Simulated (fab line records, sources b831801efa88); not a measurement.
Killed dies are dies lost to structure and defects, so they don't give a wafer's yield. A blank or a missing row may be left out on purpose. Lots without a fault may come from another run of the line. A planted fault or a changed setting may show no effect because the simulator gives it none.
Which tool did it? | flow gf180mcu | 11 lots, 33 wafers sampled, at 2 steps of a route of 602

WHAT THE GAUGES READ, wafer by wafer
GF_TOP_METAL_CD_MEAS_14: target cd 440 nm. Usual: cd_nm 440.0 nm, standard deviation 2.9.
lot  | measured     | on        | cd_nm (nm)        | flag
L752 | day 28 11:42 | cd_sem-01 | 439.8 439.8 439.3 |
L755 | day 29 11:57 | cd_sem-01 | 443.1 440.0 440.1 |
L756 | day 29 17:52 | cd_sem-01 | 439.3 440.0 441.7 |
L759 | day 30 19:13 | cd_sem-01 | 441.0 443.4 442.4 |
L760 | day 30 21:47 | cd_sem-02 | 440.7 439.8 441.0 |
L761 | day 31 03:41 | cd_sem-02 | 439.9 437.7 436.6 |
L762 | day 31 10:24 | cd_sem-02 | 439.0 442.7 441.8 |
L764 | day 32 00:37 | cd_sem-02 | 442.5 442.3 440.6 |
L766 | day 32 09:12 | cd_sem-01 | 438.4 437.2 438.7 |
L771 | day 33 15:49 | cd_sem-02 | 439.4 439.7 442.8 |
L772 | day 33 20:01 | cd_sem-02 | 438.2 437.9 437.0 |

WHICH TOOL RAN EACH LOT (tool, then ch and the chambers of the sampled wafers, then the start)
lot  | GF_TOP_METAL_SPUTTER_00
L752 | pvd_sputter-04, day 27 15:28
L755 | pvd_sputter-04, day 28 16:46
L756 | pvd_sputter-04, day 28 22:59
L759 | pvd_sputter-01, day 30 00:58
L760 | pvd_sputter-04, day 30 03:25
L761 | pvd_sputter-01, day 30 09:19
L762 | pvd_sputter-04, day 30 16:41
L764 | pvd_sputter-02, day 31 06:52
L766 | pvd_sputter-04, day 31 16:28
L771 | pvd_sputter-01, day 33 00:18
L772 | pvd_sputter-01, day 33 04:51
- GF_TOP_METAL_SPUTTER_00: material Ti, target thk 37.5 nm, time 150 s.

WHAT THE TOOLS THEMSELVES READ (means of the sampled wafers that have a number; where no wafer has one, the mark that the record gives instead)
GF_TOP_METAL_SPUTTER_00. Usual: throttle_valve_pct 29.7 %, standard deviation 0.83.
lot  | tool           | throttle_valve_pct (%) | flag
L752 | pvd_sputter-04 | 29.5                   |
L755 | pvd_sputter-04 | 29.5                   |
L756 | pvd_sputter-04 | 29.3                   |
L759 | pvd_sputter-01 | 29.7                   |
L760 | pvd_sputter-04 | 29.2                   |
L761 | pvd_sputter-01 | 29.6                   |
L762 | pvd_sputter-04 | 29.7                   |
L764 | pvd_sputter-02 | 29.9                   |
L766 | pvd_sputter-04 | 29.6                   |
L771 | pvd_sputter-01 | 30.5                   |
L772 | pvd_sputter-01 | 29.5                   |

THE ANSWER, worked out from the rows above alone
Rule: a lot is off if the mean of its wafers that have a number lies more than 3 standard deviations from the usual mean. A lot without any number at a reading at which 4 lots or more have one is off too. The other lots that the step has rows for count as sound. The gauges are gone through in route order, then the tools' own readings, and for those a lot's mean is taken as printed above. The first step at which some lot is off is used, and at that step the reading that is off furthest; a lot without a number counts as furthest.
No lot is off at any reading shown: from this, nothing can be told.

WHAT THE SIMULATOR HAD PUT IN
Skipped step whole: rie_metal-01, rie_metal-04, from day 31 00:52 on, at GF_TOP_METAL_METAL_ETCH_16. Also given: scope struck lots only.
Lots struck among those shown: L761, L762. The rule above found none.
